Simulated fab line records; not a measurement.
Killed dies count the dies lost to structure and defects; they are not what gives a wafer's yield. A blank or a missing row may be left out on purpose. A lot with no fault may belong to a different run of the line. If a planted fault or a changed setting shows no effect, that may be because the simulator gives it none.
Problem report, 8D (eight disciplines) form, completed by code ; flow gf180mcu ; the parts of the form that need people (team, actions taken, sign-off) are left out

== 1. THE PROBLEM ==
Mean CONTACT_W_RS at GF_CONTACT_RS_MEAS_25: 0.588 ohm/sq over 3 wafers in 2 lots; fault-free wafers: 0.385 ohm/sq, standard deviation 0.0054. That puts it +38 standard deviations away from the usual mean.
The step: measures by four-point-probe.
First observed at day 17 17:22: wafer L228.4, on film_metro-01. The record holds 36 wafers of 12 lots with a number at this step. Rule for "out", or "out of limits": more than 4 standard deviations from the usual mean. The other wafers with a number count as sound.

== 2. WHAT THIS IS AND IS NOT ==
question;is;is not
which readings at this step;CONTACT_W_RS;-
which lots;L228, L230;L225, L226, L227, L237, L238, L241, L242, L245, L246, L247
which wafers of those lots;L228.4, L230.1, L230.5;L228.3, L228.5, L230.4
read on which gauges;film_metro-01, film_metro-03;film_metro-04
when;from day 17 17:22;"up to then (11 sound wafers); but 22 sound wafers of L230, L237, L238, L241, L242, L245, L246, L247 came after"

== 3. SUSPECTS, AND WHAT RULES EACH OUT ==
Counting: a tool at a process step up to the reading stays a suspect if it ran every lot that is out. Sound lots after the first of them don't rule it out here, since some wafers of a struck lot are sound.
- ruled out: the gauge at GF_CONTACT_RS_MEAS_25. The wafers that are out were read on 2 gauges (film_metro-01, film_metro-03).
- cvd_w-02 at GF_CONTACT_CVD_24 (deposits W, target thk 300 nm, time 90.339 s): kept. It ran every lot that is out, first L228 (day 17 17:15); its last sound lot up to then is L227 (day 17 06:23). Its own susceptor_temp_C readings are out on those wafers.
- Within cvd_w-02 at GF_CONTACT_CVD_24, the wafers that are out were processed in chamber 1 and their sound lot-mates in chamber 0.
Left after counting: cvd_w-02 at GF_CONTACT_CVD_24.

== 4. THE CAUSE (what the simulator had put in) ==
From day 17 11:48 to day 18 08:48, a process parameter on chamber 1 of cvd_w-02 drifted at GF_CONTACT_CVD_24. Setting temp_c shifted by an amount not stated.
Only this tool survived the counting.

== 5. THE CHAIN OF EFFECTS, in route order ==
Each row: a reading whose mean over the struck wafers that have a number lies more than 3 standard deviations from the usual. Only readings for which the record gives a usual standard deviation are gone through. hours: the time from each lot's start at the first step in this table that gives one to its start at this step, as a median over the lots. sigmas: the change in usual standard deviations.
hours;step;reading;usual;on struck wafers;change;sigmas
0;GF_CONTACT_CVD_24;susceptor_temp_C;399.99 C;378.08;-21.91;-99 or more
0;GF_CONTACT_RS_MEAS_25;CONTACT_W_RS;0.385 ohm/sq;0.588;+0.203;+38
0;GF_CONTACT_THK_MEAS_26;CONTACT_W_THK;304 nm;198;-106;-23
0;GF_CONTACT_CMP_27;time_to_endpoint_s;71 s;45;-26;-6.1
The process steps in it:
- GF_CONTACT_CVD_24: deposits W, target thk 300 nm, time 90.339 s.
- GF_CONTACT_CMP_27: polishes, stops on SiO2, t overpolish 15 s, target thk 0 nm.
Later measuring or inspecting steps at which every struck wafer that the step has a row for has a number for every such reading, and none has moved that far: GF_M1_THK_MEAS_06.

== 6. HOW IT WOULD HAVE BEEN CAUGHT EARLIER ==
The first out-of-limits reading at a measuring or inspecting step in this record came at day 17 17:22, 6 hours after the fault's start at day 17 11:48.
Tool's own readings at GF_CONTACT_CVD_24, susceptor_temp_C: out on all struck wafers the step has rows for; an alarm limit on them would have tripped on the first.
Lots out: 2; of these, L230 started GF_CONTACT_CVD_24 on cvd_w-02 after day 17 17:22. Holding the tool at that time would have saved it.
